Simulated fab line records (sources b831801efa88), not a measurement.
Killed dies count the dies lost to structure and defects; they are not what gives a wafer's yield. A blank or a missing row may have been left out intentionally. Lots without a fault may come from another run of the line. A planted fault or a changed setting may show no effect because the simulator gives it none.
Which tool did it? | flow sky130 | 39 wafers from 13 lots sampled at 2 of the route's 708 steps

== WHAT THE GAUGES SHOWED, per wafer ==
SKY_FIELD_ISO_THK_MEAS_25. Usual: FIELD_ISO_CVD_24_THK 593 nm, standard deviation 6.6.
lot  | measured    | on            | FIELD_ISO_CVD_24_THK (nm) | flag
L965 | day 2 13:15 | film metro-02 | 600 605 589               |
L969 | day 3 11:20 | film metro-01 | 604 589 593               |
L970 | day 3 14:13 | film metro-01 | 595 596 591               |
L971 | day 3 21:46 | film metro-03 | 594 592 599               |
L972 | day 4 00:37 | film metro-02 | 595 587 592               |
L973 | day 4 05:56 | film metro-03 | 589 593 593               |
L976 | day 5 01:56 | film metro-02 | 593 592 591               |
L977 | day 5 04:28 | film metro-02 | 587 588 589               |
L982 | day 6 05:35 | film metro-01 | 587 589 592               |
L983 | day 6 13:59 | film metro-02 | 588 598 597               |
L985 | day 6 22:40 | film metro-03 | 591 592 590               |
L986 | day 7 02:23 | film metro-02 | 597 596 600               |
L987 | day 7 07:01 | film metro-01 | 595 589 602               |

== WHAT TOOL EACH LOT RAN ON (gives the tool, then ch and the chambers of the sampled wafers, and finally the start) ==
lot  | SKY_FIELD_ISO_STRIP_16
L965 | plasma asher-02 ch 0,1, day 2 10:40
L969 | plasma asher-02 ch 0,1, day 3 08:26
L970 | plasma asher-02 ch 0,1, day 3 12:25
L971 | plasma asher-02 ch 0,1, day 3 20:01
L972 | plasma asher-03 ch 0,1, day 3 21:43
L973 | plasma asher-02 ch 1, day 4 03:44
L976 | plasma asher-04 ch 0,1, day 4 21:19
L977 | plasma asher-02 ch 0,1, day 5 00:25
L982 | plasma asher-03 ch 0,1, day 6 03:50
L983 | plasma asher-04 ch 0,1, day 6 10:08
L985 | plasma asher-04 ch 0,1, day 6 20:16
L986 | plasma asher-02 ch 0,1, day 7 00:40
L987 | plasma asher-02 ch 0,1, day 7 05:16
- SKY_FIELD_ISO_STRIP_16: strips in O2/N2.

== AS READ BY THE TOOLS THEMSELVES (means over the sampled wafers that have a number; for cases with no such wafer, the mark the record gives instead) ==
SKY_FIELD_ISO_STRIP_16. Usual: drypump motor current A 5.7 A, standard deviation 0.55; o2 flow sccm 2999 sccm, standard deviation 8.7; oes product au 0.375 a.u., standard deviation 0.0048; strip time to endpoint s 3.47 s, standard deviation 0.046.
lot  | tool            | drypump motor current A (A) | o2 flow sccm (sccm) | oes product au (a.u.) | strip time to endpoint s (s) | flag
L965 | plasma asher-02 | 5.2                         | 3001                | 0.377                 | 3.42                         |
L969 | plasma asher-02 | 5.2                         | 2999                | 0.375                 | 3.46                         |
L970 | plasma asher-02 | 5.7                         | 3004                | 0.374                 | 3.47                         |
L971 | plasma asher-02 | 5.2                         | 3006                | 0.372                 | 3.46                         |
L972 | plasma asher-03 | 5.6                         | 2993                | 0.374                 | 3.47                         |
L973 | plasma asher-02 | 4.8                         | 3002                | 0.373                 | 3.43                         |
L976 | plasma asher-04 | 6.3                         | 2997                | 0.374                 | 3.44                         |
L977 | plasma asher-02 | 5.2                         | 3002                | 0.377                 | 3.48                         |
L982 | plasma asher-03 | 5.6                         | 2994                | 0.376                 | 3.51                         |
L983 | plasma asher-04 | 6.3                         | 3006                | 0.377                 | 3.50                         |
L985 | plasma asher-04 | 6.3                         | 3006                | 0.372                 | 3.46                         |
L986 | plasma asher-02 | 5.7                         | 2996                | 0.371                 | 3.46                         |
L987 | plasma asher-02 | 5.2                         | 2999                | 0.371                 | 3.44                         |

== THE ANSWER, worked out from the rows above alone ==
Rule: take the mean of a lot's wafers that have a number; if it is more than 3 standard deviations from the usual mean, the lot is off. A lot without any number at a reading at which 4 lots or more have one is off too. Any other lot the step has rows for is counted as sound. First the gauges in route order, then the tools' own readings, where a lot's mean is used as printed above. At the first step where some lot is off, the reading lying furthest off is the one used; lots without a number count as furthest.
No lot is off on any of the readings shown, so nothing can be concluded from this.

== WHAT THE SIMULATOR HAD INSERTED ==
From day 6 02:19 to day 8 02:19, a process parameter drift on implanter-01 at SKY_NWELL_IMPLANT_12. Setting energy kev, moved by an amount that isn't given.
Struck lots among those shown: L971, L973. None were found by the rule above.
